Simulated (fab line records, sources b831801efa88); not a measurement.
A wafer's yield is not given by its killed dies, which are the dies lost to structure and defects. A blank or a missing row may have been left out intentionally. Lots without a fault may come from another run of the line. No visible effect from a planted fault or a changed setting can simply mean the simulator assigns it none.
Which of the tools did it? | flow sky130 | 13 lots, 39 wafers sampled, at 5 steps of a route of 708

## WHAT THE GAUGES SHOWED, per wafer
SKY_VT_ADJUST_NCORE_TW_MEAS_11. Usual: for VT_ADJUST_NCORE_TW the level is 218.1 and the standard deviation is 1.4.
lot  | measured     | on           | VT_ADJUST_NCORE_TW | flag
L884 | day 8 17:50  | filmMetro-03 | 219.9 218.8 219.4  | 
L885 | day 8 21:08  | filmMetro-01 | 217.9 217.8 216.9  | 
L894 | day 11 15:31 | filmMetro-01 | 196.5 196.5 197.4  | OFF
L895 | day 11 23:46 | filmMetro-04 | 199.9 198.4 198.4  | OFF
L896 | day 12 07:01 | filmMetro-01 | 215.9 216.3 216.5  | 
L897 | day 12 15:24 | filmMetro-04 | 219.0 218.0 218.0  | 
L898 | day 12 18:46 | filmMetro-01 | 217.2 217.0 217.4  | 
L899 | day 13 04:14 | filmMetro-01 | 217.3 219.5 219.0  | 
L900 | day 13 10:30 | filmMetro-01 | 218.1 219.7 218.8  | 
L903 | day 14 09:28 | filmMetro-01 | 217.8 216.2 216.9  | 
L904 | day 14 14:17 | filmMetro-03 | 220.5 219.6 220.7  | 
L906 | day 15 06:59 | filmMetro-03 | 218.0 218.0 218.4  | 
L907 | day 15 14:55 | filmMetro-01 | 217.8 218.6 217.8  | 

SKY_CONTACT_THK_MEAS_26: measures by xrf. Usual: for CONTACT_W_THK the level is 348 nm and the standard deviation is 5.6.
lot  | measured     | on           | CONTACT_W_THK (nm) | flag
L884 | day 32 02:16 | filmMetro-03 | 345 347 349        | 
L885 | day 32 03:27 | filmMetro-03 | 348 350 362        | 
L894 | day 35 13:58 | filmMetro-01 | 347 348 351        | 
L895 | day 36 00:31 | filmMetro-04 | 345 346 349        | 
L896 | day 36 06:46 | filmMetro-03 | 347 347 343        | 
L897 | day 37 02:53 | filmMetro-01 | 342 342 338        | 
L898 | day 37 00:48 | filmMetro-04 | 355 344 344        | 
L899 | day 37 04:32 | filmMetro-04 | 345 342 339        | 
L900 | day 37 04:55 | filmMetro-01 | 358 357 351        | 
L903 | day 38 02:28 | filmMetro-01 | 345 350 346        | 
L904 | day 38 05:07 | filmMetro-03 | 349 352 356        | 
L906 | day 38 21:17 | filmMetro-03 | 353 352 353        | 
L907 | day 38 23:50 | filmMetro-01 | 349 347 358        | 

SKY_METAL1_OVL_MEAS_16. Usual: for METAL1_OVL the level is 3 nm and the standard deviation is 5.3.
lot  | measured     | on         | METAL1_OVL (nm) | flag
L884 | day 33 05:25 | overlay-01 | 2 3 3           | 
L885 | day 33 06:47 | overlay-02 | 4 5 6           | 
L894 | day 36 16:50 | overlay-01 | 1 3 -3          | 
L895 | day 37 04:26 | overlay-01 | 6 4 7           | 
L896 | day 37 10:14 | overlay-02 | 8 8 6           | 
L897 | day 38 04:59 | overlay-02 | 0 6 8           | 
L898 | day 38 03:47 | overlay-02 | 2 6 10          | 
L899 | day 38 07:47 | overlay-02 | 3 8 8           | 
L900 | day 38 07:56 | overlay-02 | 4 5 3           | 
L903 | day 39 04:58 | overlay-02 | 0 3 -6          | 
L904 | day 39 07:30 | overlay-02 | -4 -1 -4        | 
L906 | day 39 22:44 | overlay-02 | 5 13 9          | 
L907 | day 40 01:37 | overlay-01 | 2 0 3           | 

SKY_VIA1_OVL_MEAS_13. Usual: for VIA1_OVL the level is 1 nm and the standard deviation is 5.1.
lot  | measured     | on         | VIA1_OVL (nm) | flag
L884 | day 34 09:14 | overlay-02 | 5 5 -1        | 
L885 | day 34 10:41 | overlay-01 | 1 -5 -3       | 
L894 | day 37 20:10 | overlay-02 | -3 2 2        | 
L895 | day 38 08:10 | overlay-01 | 7 8 1         | 
L896 | day 38 13:52 | overlay-01 | -4 -5 0       | 
L897 | day 39 07:41 | overlay-01 | -3 -8 -5      | 
L898 | day 39 06:26 | overlay-02 | -8 0 -4       | 
L899 | day 39 10:22 | overlay-02 | 7 8 0         | 
L900 | day 39 09:52 | overlay-01 | -6 -4 -5      | 
L903 | day 40 07:36 | overlay-01 | 10 9 2        | 
L904 | day 40 09:13 | overlay-02 | -7 -1 0       | 
L906 | day 41 00:19 | overlay-02 | 8 3 9         | 
L907 | day 41 03:19 | overlay-02 | 7 5 0         | 

## WHICH TOOL RAN EACH LOT (tool, then ch and the chambers of the sampled wafers, then the start)
lot  | SKY_VT_ADJUST_NCORE_IMPLANT_09
L884 | implanter-04 ch 0, day 8 17:36
L885 | implanter-02 ch 0, day 8 20:54
L894 | implanter-03 ch 0, day 11 15:16
L895 | implanter-03 ch 0, day 11 23:31
L896 | implanter-04 ch 0, day 12 06:46
L897 | implanter-04 ch 0, day 12 15:10
L898 | implanter-02 ch 0, day 12 18:31
L899 | implanter-04 ch 0, day 13 03:59
L900 | implanter-02 ch 0, day 13 10:18
L903 | implanter-02 ch 0, day 14 09:14
L904 | implanter-02 ch 0, day 14 14:04
L906 | implanter-03 ch 0, day 15 06:45
L907 | implanter-04 ch 0, day 15 14:40
- SKY_VT_ADJUST_NCORE_IMPLANT_09

## WHAT THE TOOLS THEMSELVES READ (means of the sampled wafers that have a number; where no wafer has one, the mark that the record gives instead)
SKY_VT_ADJUST_NCORE_IMPLANT_09. Usual: beamEnergyKeV reads 9.9999 (standard deviation 0.0025).
lot  | tool         | beamEnergyKeV | flag
L884 | implanter-04 | 10.0017       | 
L885 | implanter-02 | 10.0023       | 
L894 | implanter-03 | 6.5988        | OFF
L895 | implanter-03 | 6.5975        | OFF
L896 | implanter-04 | 10.0020       | 
L897 | implanter-04 | 10.0007       | 
L898 | implanter-02 | 10.0015       | 
L899 | implanter-04 | 10.0043       | 
L900 | implanter-02 | 9.9975        | 
L903 | implanter-02 | 9.9986        | 
L904 | implanter-02 | 10.0018       | 
L906 | implanter-03 | 9.9991        | 
L907 | implanter-04 | 9.9993        | 

## THE ANSWER, worked out from the rows above alone
Rule: a lot is off if the mean of its wafers that have a number lies more than 3 standard deviations from the usual mean. Also off: a lot with no number at a reading for which 4 or more lots have one. Where the step has rows for the other lots, those lots are counted as sound. Order of review: gauges by route order, followed by the tools' own readings, for which a lot's mean as printed above is used. At the first step where some lot is off, the reading lying furthest off is the one used; lots without a number count as furthest.
Off: L894, L895, seen at SKY_VT_ADJUST_NCORE_TW_MEAS_11 (VT_ADJUST_NCORE_TW).
If a tool, at a process step before that reading, ran all the lots that are off and no sound lot after the first of them, it fits. The gauges at SKY_VT_ADJUST_NCORE_TW_MEAS_11 aren't tried: what is off there is off at SKY_VT_ADJUST_NCORE_IMPLANT_09 too, on other tools, and a gauge's error can't cause that. No candidate that was tried fits.

## WHAT THE SIMULATOR HAD INSERTED
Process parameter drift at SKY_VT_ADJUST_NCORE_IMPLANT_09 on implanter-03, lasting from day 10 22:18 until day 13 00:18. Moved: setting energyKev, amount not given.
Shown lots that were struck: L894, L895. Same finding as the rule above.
